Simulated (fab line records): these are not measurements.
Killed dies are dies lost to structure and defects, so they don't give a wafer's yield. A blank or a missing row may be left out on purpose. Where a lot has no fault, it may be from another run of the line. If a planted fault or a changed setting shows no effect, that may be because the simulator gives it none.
fab line records    flow gf180mcu
record: lots: 15  wafers: 45  lastDay: 34
route steps=602 shown V3@444 M4@469 V4@480
lots untouched by any fault: they come from a run of this same line in which no faults occurred
startH: hours from the record's opening day to when the first of the lot's shown wafers began    waitH: time in hours since the lot's previous step    " unchanged from the row above    L1.1+2: several wafers, shown together as one row    - no value present, or no start provided    * or withheld: withheld    < > ~ a bound
route shown NAME@n: names a module that has steps shown in the file, with the first one's number in the route    usual: the fault-free wafers' mean and standard deviation    same: alike in all rows    chamber/n: place in a boat    sites: the reading at each site    _std_site: standard deviation of those values    _edge_site: mean of outer sites minus mean of inner sites    radiusMm: how far each site lies from the wafer's centre    mask NAME#n: copy n    behind: the most recent tool/chamber to have shaped the wafer    hold: the reason the lot was held/the length of the hold in hours/how it ended    device: whichever transistor did not switch (one of n, p or np)    end of line: the route-end tests of the same wafers    a step with no rows: only its recipe    killed: not the wafer's yield, but the dies lost to structure and defects at the first sort    map: dies across one wafer; x = killed, . = not, _ = none there
set.NAME: the setting the step ran with; set.NAME@STEP: the setting that earlier step ran with    model.NAME: the simulator's own value behind a step, which no gauge read
a sample of lots followed through the steps of the route, with each step as a table and each wafer as a row
services: when a tool's chamber went out of use (startH, in hours from the record's first day, below 0 if earlier), for how many hours, and the reason
== steps ==
step: GF_V3_OVL_MEAS_15
usual: V3_OVL: 0/5
lot.wafer  tool        chamber  startH  waitH  V3_OVL[nm]
L909.1     overlay-01  -        511.26  0.1    -2
L909.2     "           -        "       "      1
L909.6     "           -        "       "      7
L910.2     overlay-01  -        521.10  0.1    -1
L910.4     "           -        "       "      -6
L910.5     "           -        "       "      1
L911.4     overlay-01  -        535.33  0.1    -5
L911.5     "           -        "       "      1
L911.6     "           -        "       "      -7
L913.1     overlay-01  -        549.37  0.1    -4
L913.2     "           -        "       "      2
L913.6     "           -        "       "      -7
L914.1     overlay-01  -        558.89  0.1    0
L914.3     "           -        "       "      6
L914.4     "           -        "       "      -2
L916.2     overlay-01  -        578.40  0.1    0
L916.4     "           -        "       "      -2
L916.5     "           -        "       "      10
L918.2     overlay-01  -        587.20  0.1    -9
L918.4     "           -        "       "      -5
L918.5     "           -        "       "      1
L920.1     overlay-01  -        608.31  0.1    3
L920.2     "           -        "       "      -5
L920.3     "           -        "       "      4
L924.1     overlay-01  -        634.29  0.1    -2
L924.3     "           -        "       "      3
L924.6     "           -        "       "      3
L925.1     overlay-02  -        643.71  0.1    -2
L925.2     "           -        "       "      -1
L925.3     "           -        "       "      4
L926.4     overlay-02  -        649.63  0.1    -11
L926.5     "           -        "       "      0
L926.6     "           -        "       "      -5
L928.1     overlay-02  -        663.76  0.1    -3
L928.3     "           -        "       "      4
L928.5     "           -        "       "      2
L930.1     overlay-02  -        674.92  0.1    2
L930.4     "           -        "       "      0
L930.5     "           -        "       "      11
L931.2     overlay-01  -        681.20  0.1    -10
L931.4     "           -        "       "      -6
L931.5     "           -        "       "      -6
L932.2     overlay-01  -        695.92  0.1    3
L932.3     "           -        "       "      5
L932.6     "           -        "       "      -2
step: GF_M4_DEVELOP_13
recipe: developTimeS: 60  devTempC: 21
usual: chillPlateTempC: 23.00/0.11  developTimeS: 60/0
lot.wafer  tool           chamber  startH  waitH  chillPlateTempC  developTimeS
L909.1     lithoTrack-02  0        536.01  0.2    22.95            60
L909.2     "              0        "       "      23.02            60
L909.6     "              0        "       "      23.01            60
L910.2     lithoTrack-03  0        545.82  0.2    22.92            60
L910.4     "              0        "       "      22.98            60
L910.5     "              0        "       "      23.04            60
L911.4     lithoTrack-02  0        559.23  0.1    23.14            60
L911.5     "              0        "       "      22.96            60
L911.6     "              0        "       "      22.99            60
L913.1     lithoTrack-03  0        572.59  0.2    22.96            60
L913.2     "              0        "       "      22.96            60
L913.6     "              0        "       "      22.83            60
L914.1     lithoTrack-04  0        581.47  0.2    23.13            60
L914.3     "              0        "       "      22.98            60
L914.4     "              0        "       "      23.02            60
L916.2     lithoTrack-03  0        600.92  0.2    22.97            60
L916.4     "              0        "       "      22.88            60
L916.5     "              0        "       "      23.11            60
L918.2     lithoTrack-02  0        610.18  0.2    22.84            60
L918.4     "              0        "       "      22.94            60
L918.5     "              0        "       "      22.91            60
L920.1     lithoTrack-04  0        630.27  0.2    22.85            60
L920.2     "              0        "       "      22.70            60
L920.3     "              0        "       "      22.97            60
L924.1     lithoTrack-02  -        655.21  0.2    -                -
L924.3     "              -        "       "      -                -
L924.6     "              -        "       "      -                -
L925.1     lithoTrack-02  -        664.46  0.2    -                -
L925.2     "              -        "       "      -                -
L925.3     "              -        "       "      -                -
L926.4     lithoTrack-03  -        670.37  0.1    -                -
L926.5     "              -        "       "      -                -
L926.6     "              -        "       "      -                -
L928.1     lithoTrack-03  0        683.94  0.2    22.99            60
L928.3     "              0        "       "      22.92            60
L928.5     "              0        "       "      22.85            60
L930.1     lithoTrack-02  0        695.11  0.2    23.08            60
L930.4     "              0        "       "      23.02            60
L930.5     "              0        "       "      22.99            60
L931.2     lithoTrack-04  0        701.59  0.2    22.87            60
L931.4     "              0        "       "      22.87            60
L931.5     "              0        "       "      22.94            60
L932.2     lithoTrack-04  0        715.09  0.2    23.24            60
L932.3     "              0        "       "      23.23            60
L932.6     "              0        "       "      23.13            60
step: GF_M4_OVL_MEAS_15
usual: M4_OVL: 2/5.9
lot.wafer  tool        chamber  startH  waitH  M4_OVL[nm]
L909.1     overlay-02  -        536.28  0.1    3
L909.2     "           -        "       "      4
L909.6     "           -        "       "      6
L910.2     overlay-02  -        546.07  0.1    -2
L910.4     "           -        "       "      1
L910.5     "           -        "       "      -1
L911.4     overlay-01  -        559.45  0.1    -1
L911.5     "           -        "       "      2
L911.6     "           -        "       "      4
L913.1     overlay-02  -        572.86  0.1    1
L913.2     "           -        "       "      3
L913.6     "           -        "       "      5
L914.1     overlay-02  -        581.74  0.1    -2
L914.3     "           -        "       "      3
L914.4     "           -        "       "      -4
L916.2     overlay-01  -        601.17  0.1    11
L916.4     "           -        "       "      10
L916.5     "           -        "       "      10
L918.2     overlay-01  -        610.43  0.1    1
L918.4     "           -        "       "      -1
L918.5     "           -        "       "      2
L920.1     overlay-01  -        630.54  0.1    -1
L920.2     "           -        "       "      4
L920.3     "           -        "       "      -7
L924.1     overlay-01  -        655.48  0.1    -
L924.3     "           -        "       "      -
L924.6     "           -        "       "      -
L925.1     overlay-02  -        664.73  0.1    -
L925.2     "           -        "       "      -
L925.3     "           -        "       "      -
L926.4     overlay-01  -        670.58  0.1    -
L926.5     "           -        "       "      -
L926.6     "           -        "       "      -
L928.1     overlay-01  -        684.21  0.1    -2
L928.3     "           -        "       "      -6
L928.5     "           -        "       "      -3
L930.1     overlay-02  -        695.38  0.1    1
L930.4     "           -        "       "      4
L930.5     "           -        "       "      2
L931.2     overlay-02  -        701.85  0.1    5
L931.4     "           -        "       "      0
L931.5     "           -        "       "      3
L932.2     overlay-01  -        715.35  0.1    1
L932.3     "           -        "       "      -9
L932.6     "           -        "       "      0
step: GF_V4_CMP_04
recipe: material: SiO2  downForcePsi: 4  platenRpm: 60  padVelocityMS: 0.94248
usual: motorCurrentA: 11.4/1.3  timeToEndpointS: 81/5.7
lot.wafer  tool    chamber  startH  waitH  motorCurrentA  timeToEndpointS
L909.2     cmp-02  3        537.24  0.0    9.6            72
L909.1     "       1        "       "      9.7            67
L909.6     "       3        "       "      10.1           81
L910.2     cmp-02  0        547.18  0.1    10.8           72
L910.4     "       2        "       "      12.9           84
L910.5     "       0        "       "      11.2           80
L911.4     cmp-01  1        560.44  0.1    12.9           89
L911.6     "       0        "       "      11.9           78
L911.5     "       1        "       "      12.8           78
L913.2     cmp-02  0        573.82  0.0    10.1           77
L913.1     "       1        "       "      9.8            66
L913.6     "       1        "       "      9.9            74
L914.1     cmp-02  2        582.73  0.1    11.9           72
L914.4     "       0        "       "      11.0           78
L914.3     "       1        "       "      10.5           71
L916.2     cmp-02  2        602.12  0.0    12.3           77
L916.4     "       1        "       "      9.4            76
L916.5     "       3        "       "      10.1           86
L918.4     cmp-01  0        611.47  0.1    11.4           85
L918.2     "       1        "       "      12.6           76
L918.5     "       3        "       "      13.3           80
L920.1     cmp-02  3        631.58  0.1    10.1           87
L920.2     "       0        "       "      10.8           82
L920.3     "       1        "       "      9.8            76
L928.3     cmp-01  1        685.61  0.1    12.9           84
L928.1     "       2        "       "      12.5           85
L928.5     "       3        "       "      13.2           79
L930.1     cmp-02  1        696.47  0.1    10.4           75
L930.4     "       2        "       "      12.0           82
L930.5     "       3        "       "      10.4           91
L931.2     cmp-02  1        702.80  0.0    9.3            74
L931.4     "       3        "       "      10.1           90
L931.5     "       1        "       "      9.7            80
L932.3     cmp-01  3        716.39  0.1    13.7           85
L932.2     "       1        "       "      13.1           78
L932.6     "       3        "       "      12.6           84
== services ==
tool    chamber  startH  hours  kind
cmp-01  -        539.50  17.0   pm
cmp-01  -        572.00  4.0    pm
cmp-01  -        576.00  -      consumableReplace:conditioner
cmp-01  -        576.00  -      consumableReplace:pad
cmp-01  -        578.68  7.5    pm
cmp-01  -        587.20  0.4    repair
cmp-02  -        609.25  4.4    repair
cmp-01  -        668.11  2.3    repair
== key ==
firstSign: step: GF_M4_DEVELOP_13  reading: toolRecord  direction: missing
effect none on later readings
metAt GF_M4_DEVELOP_13
struckLots L924,L925,L926
laterRowsLeftOut L924.1,L924.3,L924.6,L925.1,L925.2,L925.3,L926.4,L926.5,L926.6
sortLeftOut L924.1,L924.3,L924.6,L925.1,L925.2,L925.3,L926.4,L926.5,L926.6
notActingAt GF_V3_OVL_MEAS_15,GF_M4_OVL_MEAS_15,GF_V4_CMP_04
onsetBetween 610.18 655.21
fault: kind: skippedStepWhole  tool: lithoTrack-02,lithoTrack-03  chamber: -  onsetH: 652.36  steps: GF_M4_DEVELOP_13  scope: struckLotsOnly
sortLeftOut: the simulated sort isn't trusted on such a fault, so these wafers' sort isn't shown, and their yield isn't known
laterRowsLeftOut: the simulator's readings of these wafers behind a module that went badly wrong aren't trusted and aren't shown, but for the sort
